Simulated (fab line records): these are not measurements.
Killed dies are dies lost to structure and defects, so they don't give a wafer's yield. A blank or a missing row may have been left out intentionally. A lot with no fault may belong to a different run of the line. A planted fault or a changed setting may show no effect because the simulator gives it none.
Which tool did it? -- flow sky130 -- Sampling: 14 lots, 42 wafers, 4 of 708 route steps

WHAT THE GAUGES READ, wafer by wafer
No reading from a measuring or inspecting step in the record can be judged against a usual standard deviation.

WHICH TOOL RAN EACH LOT (tool, then ch and the chambers of the sampled wafers, then the start)
lot,SKY_METAL3_SPUTTER_00,SKY_METAL3_SPUTTER_04,SKY_CAPM_STRIP_14,SKY_METAL3_EXPOSE_10
L551,"pvd sputter-01, day 35 15:05","pvd sputter-01, day 35 15:12","plasma asher-03 ch 0,1, day 36 17:06","krf scanner-02 ch 0, day 37 07:53"
L553,"pvd sputter-01, day 36 15:17","pvd sputter-01, day 36 15:24","plasma asher-04 ch 0,1, day 37 17:14","krf scanner-02 ch 0, day 38 06:53"
L554,"pvd sputter-04, day 36 22:27","pvd sputter-04, day 36 22:33","plasma asher-04 ch 0,1, day 38 00:24","krf scanner-01 ch 0, day 38 14:13"
L555,"pvd sputter-01, day 38 05:50","pvd sputter-01, day 38 05:56","plasma asher-01 ch 0,1, day 39 06:59","krf scanner-02 ch 0, day 39 19:46"
L556,"pvd sputter-04, day 38 12:26","pvd sputter-04, day 38 12:32","plasma asher-01 ch 0,1, day 39 13:51","krf scanner-02 ch 0, day 40 02:14"
L557,"pvd sputter-01, day 38 14:48","pvd sputter-01, day 38 14:54","plasma asher-03 ch 0,1, day 39 15:53","krf scanner-02 ch 0, day 40 03:50"
L563,"pvd sputter-02, day 39 20:11","pvd sputter-02, day 39 20:17","plasma asher-04 ch 1, day 40 21:10","krf scanner-01 ch 0, day 41 10:21"
L567,"pvd sputter-04, day 41 14:36","pvd sputter-04, day 41 14:42","plasma asher-03 ch 0,1, day 42 13:53","krf scanner-01 ch 0, day 43 01:09"
L566,"pvd sputter-01, day 42 00:40","pvd sputter-01, day 42 00:46","plasma asher-03 ch 0,1, day 42 23:39","krf scanner-02, day 43 11:58"
L569,"pvd sputter-04, day 42 00:50","pvd sputter-04, day 42 00:57","plasma asher-03 ch 0,1, day 42 23:45","krf scanner-01, day 43 12:11"
L570,"pvd sputter-01, day 42 01:43","pvd sputter-01, day 42 01:49","plasma asher-04 ch 0,1, day 43 00:22","krf scanner-01 ch 0, day 43 12:40"
L571,"pvd sputter-04, day 42 19:43","pvd sputter-04, day 42 19:49","plasma asher-03 ch 0,1, day 43 19:24","krf scanner-02 ch 0, day 44 07:16"
L572,"pvd sputter-01, day 43 03:10","pvd sputter-01, day 43 03:16","plasma asher-01 ch 0,1, day 44 02:35","krf scanner-02 ch 0, day 44 14:31"
L573,"pvd sputter-02, day 43 09:07","pvd sputter-02, day 43 09:13","plasma asher-01 ch 0,1, day 44 07:26","krf scanner-02 ch 0, day 44 19:29"
- SKY_METAL3_SPUTTER_00: material Ti, target thk 15 nm, time 10 s.
- SKY_METAL3_SPUTTER_04: material TiN, target thk 70 nm, time 58.3 s.
- SKY_CAPM_STRIP_14: strips in O2/N2.
- SKY_METAL3_EXPOSE_10: exposes mask MM3, target cd 300 nm.

AS READ BY THE TOOLS THEMSELVES (means over the sampled wafers that have a number; for cases with no such wafer, the mark the record gives instead)
SKY_METAL3_SPUTTER_00. Usual: 29.7 % for throttle valve pct, sd 0.81.
lot,tool,throttle valve pct (%),flag
L551,pvd sputter-01,29.9,
L553,pvd sputter-01,30.0,
L554,pvd sputter-04,29.8,
L555,pvd sputter-01,29.2,
L556,pvd sputter-04,29.2,
L557,pvd sputter-01,29.3,
L563,pvd sputter-02,31.6,
L567,pvd sputter-04,29.6,
L566,pvd sputter-01,29.7,
L569,pvd sputter-04,30.2,
L570,pvd sputter-01,29.2,
L571,pvd sputter-04,30.2,
L572,pvd sputter-01,29.6,
L573,pvd sputter-02,30.6,

SKY_METAL3_SPUTTER_04. Usual: 29.8 % for throttle valve pct, sd 0.81.
lot,tool,throttle valve pct (%),flag
L551,pvd sputter-01,30.0,
L553,pvd sputter-01,30.1,
L554,pvd sputter-04,29.8,
L555,pvd sputter-01,29.4,
L556,pvd sputter-04,29.4,
L557,pvd sputter-01,29.3,
L563,pvd sputter-02,31.5,
L567,pvd sputter-04,29.7,
L566,pvd sputter-01,29.6,
L569,pvd sputter-04,30.3,
L570,pvd sputter-01,29.5,
L571,pvd sputter-04,30.4,
L572,pvd sputter-01,29.5,
L573,pvd sputter-02,30.7,

SKY_CAPM_STRIP_14. Usual: chamber pressure mTorr 1500.0 mTorr, standard deviation 1.3; drypump motor current A 5.6 A, standard deviation 0.41; oes product au 0.710 a.u., standard deviation 0.0047; strip time to endpoint s 12.64 s, standard deviation 0.031.
lot,tool,chamber pressure mTorr (mTorr),drypump motor current A (A),oes product au (a.u.),strip time to endpoint s (s),flag
L551,plasma asher-03,1499.7,5.7,0.709,12.64,
L553,plasma asher-04,1499.1,6.1,0.713,12.62,
L554,plasma asher-04,1499.6,6.1,0.712,12.65,
L555,plasma asher-01,1499.3,5.1,0.712,12.66,
L556,plasma asher-01,1499.3,5.0,0.709,12.63,
L557,plasma asher-03,1500.1,5.7,0.711,12.63,
L563,plasma asher-04,1500.7,6.0,0.710,12.61,
L567,plasma asher-03,1500.2,5.6,0.714,12.64,
L566,plasma asher-03,1500.3,5.6,0.708,12.66,
L569,plasma asher-03,1499.3,5.6,0.709,12.69,
L570,plasma asher-04,1500.2,6.1,0.705,12.64,
L571,plasma asher-03,1500.7,5.7,0.707,12.66,
L572,plasma asher-01,1499.4,5.0,0.709,12.58,
L573,plasma asher-01,1500.4,5.1,0.706,12.61,

SKY_METAL3_EXPOSE_10. Usual: exposure dose mJ cm2 28.001, standard deviation 0.028; focus offset nm 0.1 nm, standard deviation 0.47; reticle temp C 22.98 C, standard deviation 0.11.
lot,tool,exposure dose mJ cm2,focus offset nm (nm),reticle temp C (C),flag
L551,krf scanner-02,28.019,-0.1,22.85,
L553,krf scanner-02,27.980,-0.1,22.88,
L554,krf scanner-01,27.950,-0.3,23.01,
L555,krf scanner-02,28.030,0.0,23.00,
L556,krf scanner-02,28.007,-0.3,23.02,
L557,krf scanner-02,27.977,-0.5,22.88,
L563,krf scanner-01,28.035,0.3,23.01,
L567,krf scanner-01,28.000,-0.2,23.02,
L566,krf scanner-02,-,-,-,OFF
L569,krf scanner-01,-,-,-,OFF
L570,krf scanner-01,27.992,0.3,23.06,
L571,krf scanner-02,28.007,0.9,23.14,
L572,krf scanner-02,27.968,0.2,23.04,
L573,krf scanner-02,28.017,-0.6,22.81,

THE ANSWER, worked out from the rows above alone
Rule: a lot counts as off when the mean over its wafers that have a number is more than 3 standard deviations away from the usual mean. Also off: a lot with no number at a reading for which 4 or more lots have one. Where the step has rows for the other lots, those lots are counted as sound. First the gauges in route order, then the tools' own readings, where a lot's mean is used as printed above. At the first step where some lot is off, the reading lying furthest off is the one used; lots without a number count as furthest.
Off: L566, L569, at SKY_METAL3_EXPOSE_10 (exposure dose mJ cm2). Without a number there: L566, L569.
If a tool, at that step or one of the process steps before it, ran each lot that is off and ran no sound lot following the first of them, it fits. Of those tried, none fits.

WHAT THE SIMULATOR HAD INSERTED
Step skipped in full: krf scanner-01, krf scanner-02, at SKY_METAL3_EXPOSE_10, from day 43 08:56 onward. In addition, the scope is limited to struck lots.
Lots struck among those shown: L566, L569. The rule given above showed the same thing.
